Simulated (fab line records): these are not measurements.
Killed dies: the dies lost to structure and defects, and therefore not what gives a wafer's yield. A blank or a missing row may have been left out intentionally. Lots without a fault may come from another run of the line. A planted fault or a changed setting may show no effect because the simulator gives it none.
Struck lot and sound lot, side by side / flow sfq_line / 14 steps out of a route of 325
Sound: these wafers, L728.1, L728.2, L728.5. Struck: wafer L737.2 (left out: L737.3, L737.4 of the same lot, which were not struck); the cause appears at the end.
For every step that has rows: the tool of each side, followed by ch and its chambers, followed by its first start. Under that, the readings that differ: sound wafers / struck wafers / difference of the means / sigmas: that difference in standard deviations of wafers without a fault.
alike: words and numbers the same on both sides, and readings whose means are apart by under 2 such deviations; not compared: readings that were withheld, readings missing a value for some wafer, numbers with overlapping values and no deviation given by the record, and bounds like >300 which may hide the same value.
Wherever a step has rows on one side only, a row that says differs or no value, or a row with sigmas, the two part there. Non-overlapping numbers with no deviation appear without sigmas and do not part them. A reading missing from all wafers of one side parts the sides only when that side holds two or more wafers.

first, 6 steps without rows for these wafers: SFQ_TRILAYER_M1_LITHO_COAT_044 (resist thk 62 nm); SFQ_TRILAYER_M1_LITHO_COAT_039 (resist thk 600 nm); SFQ_TRILAYER_M1_LITHO_SOFTBAKE_043; SFQ_TRILAYER_M1_LITHO_EXPOSE_040 (exposes mask M1, target cd 500 nm); SFQ_TRILAYER_M1_LITHO_PEB_042 (peb time 60 s); SFQ_TRILAYER_M1_LITHO_DEVELOP_041 (time 60 s).
SFQ_M1_OVL_MEAS_911:
  struck on overlay-02, day 26 06:52; sound on overlay-01, day 11 03:31
  alike: M1_OVL
SFQ_TRILAYER_M1_BARC_OPEN_METAL_ETCH_054: etches BARC in O2, target depth 125 nm, time 41.7 s.
  sound on rie_metal-04 ch 0,1, day 11 03:34; struck on rie_metal-04 ch 0, day 26 06:54
  alike: drypump_motor_current_A, oes_product_au
  not compared: rf_hours_counter_h
SFQ_TRILAYER_M1_ETCH_METAL_ETCH_042: etches Nb in Cl2/Ar, stops on SiO2, target depth 240 nm, time 120 s.
  sound on rie_metal-04 ch 0,1, day 11 03:37; struck on rie_metal-04 ch 0, day 26 06:58
  alike: drypump_motor_current_A, oes_product_au
  not compared: rf_hours_counter_h
SFQ_TRILAYER_M1_STRIP_STRIP_043: strips in O2.
  sound on rie_metal-04 ch 0,1, day 11 03:44; struck on rie_metal-04 ch 0, day 26 07:05
  alike: drypump_motor_current_A, oes_product_au
  not compared: rf_hours_counter_h
then, 1 step without rows for these wafers: SFQ_TRILAYER_M1_STRIP_SOLV_CLEAN_044 (cleans in NMP, time 600 s).
SFQ_TRILAYER_I1_DEP_PECVD_045: deposits SiO2 from SiH4/N2O, time 111.11 s, target thk 500 nm.
  sound on pecvd-01 ch 0,1,2, day 11 04:31; struck on pecvd-01 ch 2, day 26 07:52
reading=run_length_s (s); sound=138.7 138.0 139.4; struck=158.7; difference=+20.0; sigmas=+33
reading=model.SiO2_of_TRILAYER_I1_DEP_PECVD_045.thk_nm (nm); sound=492.6 490.1 504.6; struck=580.4; difference=+84.6; sigmas=
  alike: heater_power_w, throttle_valve_pct
SFQ_TRILAYER_I1_CMP_CMP_046: polishes SiO2.
  sound on cmp-01 ch 2,3, day 11 06:09; struck on cmp-01 ch 2, day 26 11:42
reading=time_to_endpoint_s (s); sound=208 211 219; struck=272; difference=+59; sigmas=+9
  alike: motor_current_A
SFQ_I1_BOW_MEAS_912:
  struck on film_metro-04, day 26 14:43; sound on film_metro-04, day 11 09:09
reading=I1_BOW (um); sound=11 0 10; struck=-13; difference=-20; sigmas=-2

== WHERE THEY PART ==
Earliest at SFQ_TRILAYER_I1_DEP_PECVD_045; latest, in this record, at SFQ_I1_BOW_MEAS_912.

WHY: what had been put in by the simulator
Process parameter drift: pecvd-01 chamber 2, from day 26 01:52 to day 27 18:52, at SFQ_TRILAYER_I1_DEP_PECVD_045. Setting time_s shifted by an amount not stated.
